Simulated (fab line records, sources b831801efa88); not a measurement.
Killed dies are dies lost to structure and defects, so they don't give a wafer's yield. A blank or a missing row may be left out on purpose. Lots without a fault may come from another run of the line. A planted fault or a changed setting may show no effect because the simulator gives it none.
A struck lot beside a sound one | flow sky130 | 43 steps out of a route of 708
Sound: wafers L500.1, L500.2, L500.3. Struck: wafers L510.2, L510.3, L510.4. The cause comes at the end.
At each step with rows: each side's tool, then ch and its chambers, then its first start. Under that, the readings that differ: sound wafers | struck wafers | difference of the means | sigmas: that difference in standard deviations of wafers without a fault.
alike: readings whose means differ by less than 2 such deviations, and words and numbers that are the same on both sides. not compared: withheld readings, readings that some wafer has no value for, bounds like >300 that may hide the same value, and numbers for which the record gives no deviation and whose values overlap.
The two part at a step that has a row with sigmas, a row that says differs or no value, or rows on one side only. Numbers that don't overlap but have no deviation are shown without sigmas and don't part them. A reading that every wafer of one side lacks parts them only if that side has two wafers or more.

first, 4 steps without rows for these wafers: SKY_FIELD_ISO_SOFTBAKE_09 (time 90 s); SKY_FIELD_ISO_EXPOSE_10 (exposes mask FOM, target cd 150 nm); SKY_FIELD_ISO_PEB_11; SKY_FIELD_ISO_DEVELOP_12 (develop time 60 s).
SKY_FIELD_ISO_CD_MEAS_13: target cd 150 nm.
  sound on cd_sem-02, day 3 06:44; struck on cd_sem-02, day 5 09:58
  alike: cd_nm
SKY_FIELD_ISO_ETCH_14: etches BARC in N2/H2, stops on SiO2, time 45.9 s, target depth 60 nm.
  sound on rie_diel-01 ch 1,2,3, day 3 06:52; struck on rie_diel-02 ch 1,3, day 5 10:04
  alike: chamber_pressure_mTorr, drypump_motor_current_A, n2_flow_sccm, oes_product_au, throttle_valve_pct
  not compared: rf_hours_counter_h
then, 1 step without rows for these wafers: SKY_FIELD_ISO_ETCH_15 (etches the open film in CHF3/O2, stops on Si, target depth 180 nm, time 72 s).
SKY_FIELD_ISO_STRIP_16: strips in O2/N2.
  sound on plasma_asher-02 ch 0,1, day 3 06:58; struck on plasma_asher-03 ch 0,1, day 5 10:10
  alike: chamber_pressure_mTorr, drypump_motor_current_A, n2_flow_sccm, oes_product_au, strip_time_to_endpoint_s
  not compared: rf_hours_counter_h
SKY_FIELD_ISO_ETCH_17: etches Si in HBr/Cl2/O2, target depth 342 nm, time 97.7 s.
  sound on rie_si-01 ch 0,1,3, day 3 07:04; struck on rie_si-01 ch 0,2,3, day 5 10:16
  alike: chamber_pressure_mTorr, drypump_motor_current_A, mfc_cl2_sccm, oes_product_au, throttle_valve_pct
  not compared: rf_hours_counter_h
then, 3 steps without rows for these wafers: SKY_FIELD_ISO_WET_ETCH_18 (etches Si3N4 in H3PO4, target depth 25 nm, time 286 s); SKY_FIELD_ISO_CLEAN_19 (cleans in SC1/SC2, time 150 s); SKY_FIELD_ISO_CLEAN_20 (cleans in dHF, time 20 s).
SKY_FIELD_ISO_WET_ETCH_21: etches SiO2 in dHF, target depth 20 nm, time 400 s.
  sound on wet_bench-02 ch 3, day 3 07:17; struck on wet_bench-01 ch 0, day 5 10:29
then, 1 step without rows for these wafers: SKY_FIELD_ISO_OXIDATION_22 (stabilise 600 s, purge 300 s, target thk 10 nm).
SKY_FIELD_ISO_THK_MEAS_23:
  sound on film_metro-04, day 3 09:33; struck on film_metro-03, day 5 15:26
  alike: FIELD_ISO_OXIDATION_01_THK
then, 1 step without rows for these wafers: SKY_FIELD_ISO_CVD_24 (deposits SiO2, target thk 595 nm, time 99.2 s).
SKY_FIELD_ISO_THK_MEAS_25:
  sound on film_metro-03, day 3 09:43; struck on film_metro-04, day 5 15:34
  alike: FIELD_ISO_CVD_24_THK
then, 1 step without rows for these wafers: SKY_FIELD_ISO_ANNEAL_26 (time 1800 s).
SKY_FIELD_ISO_CMP_27: polishes, stops on Si3N4, t overpolish 16 s, target thk 457.8 nm.
  sound on cmp-02 ch 0,1,2, day 3 11:26; struck on cmp-02 ch 0,2,3, day 5 17:17
  alike: motor_current_A, overpolish_run_s, slurry_flow_ml_min, time_to_endpoint_s
then, 5 steps without rows for these wafers: SKY_FIELD_ISO_WET_ETCH_28 (etches SiO2 in dHF, target depth 23.7 nm, time 47 s); SKY_FIELD_ISO_WET_ETCH_29 (etches Si3N4 in H3PO4, target depth 160 nm, time 1825 s); SKY_FIELD_ISO_WET_ETCH_30 (etches SiO2 in dHF, target depth 25 nm, time 50 s); SKY_NWELL_CLEAN_00 (cleans in SC1/SC2, time 150 s); SKY_NWELL_OXIDATION_01 (stabilise 600 s, purge 300 s, target thk 10 nm).
SKY_NWELL_THK_MEAS_02:
  sound on film_metro-02, day 3 14:11; struck on film_metro-04, day 5 19:39
  alike: NWELL_OXIDATION_THK
then, 8 steps without rows for these wafers: SKY_DNWELL_DEHYDRATE_00 (time 60 s); SKY_DNWELL_HMDS_01 (prime time 60 s); SKY_DNWELL_COAT_02 (resist thk 3000 nm); SKY_DNWELL_SOFTBAKE_03; SKY_DNWELL_EXPOSE_04 (exposes mask DNM, target cd 3000 nm); SKY_DNWELL_PEB_05; SKY_DNWELL_DEVELOP_06 (develop time 60 s); SKY_DNWELL_IMPLANT_07.
SKY_DNWELL_STRIP_08: strips in O2/N2.
  sound on plasma_asher-02 ch 0,1, day 4 07:02; struck on plasma_asher-02 ch 0,1, day 6 14:51
  alike: chamber_pressure_mTorr, drypump_motor_current_A, n2_flow_sccm, oes_product_au, strip_time_to_endpoint_s
  not compared: rf_hours_counter_h
SKY_DNWELL_TW_MEAS_09:
  sound on film_metro-03, day 4 07:11; struck on film_metro-02, day 6 14:58
  alike: DNWELL_TW
then, 7 steps without rows for these wafers: SKY_PWDE_DEHYDRATE_00 (time 60 s); SKY_PWDE_HMDS_01 (prime time 60 s); SKY_PWDE_COAT_02 (resist thk 3000 nm); SKY_PWDE_SOFTBAKE_03; SKY_PWDE_EXPOSE_04 (exposes mask PWDEM, target cd 840 nm); SKY_PWDE_PEB_05; SKY_PWDE_DEVELOP_06 (develop time 60 s).
-- the record jumps here: 43 days lie between the struck wafers' starts before and after (it left off in module PWDE and takes up again in module PAD_OPEN, whose first step shown is number 708 of the route) --
SKY_PAD_OPEN_PROBE_99:
  sound on prober-01, day 46 22:31; struck on prober-01, day 49 06:41
  reading             | sound     | struck      | difference | sigmas
  killed_at_front_end | 14 6 25   | 61 56 59    | +44        | +9
  killed_dies         | 77 80 100 | 127 130 127 | +42        | +5
  alike: killed_at_M0_to_M3, killed_at_M4_up, killed_at_contacts, killed_at_other, killed_open, killed_short

WHERE THEY PART
Only at SKY_PAD_OPEN_PROBE_99, within this record.

WHY: what the simulator had put in
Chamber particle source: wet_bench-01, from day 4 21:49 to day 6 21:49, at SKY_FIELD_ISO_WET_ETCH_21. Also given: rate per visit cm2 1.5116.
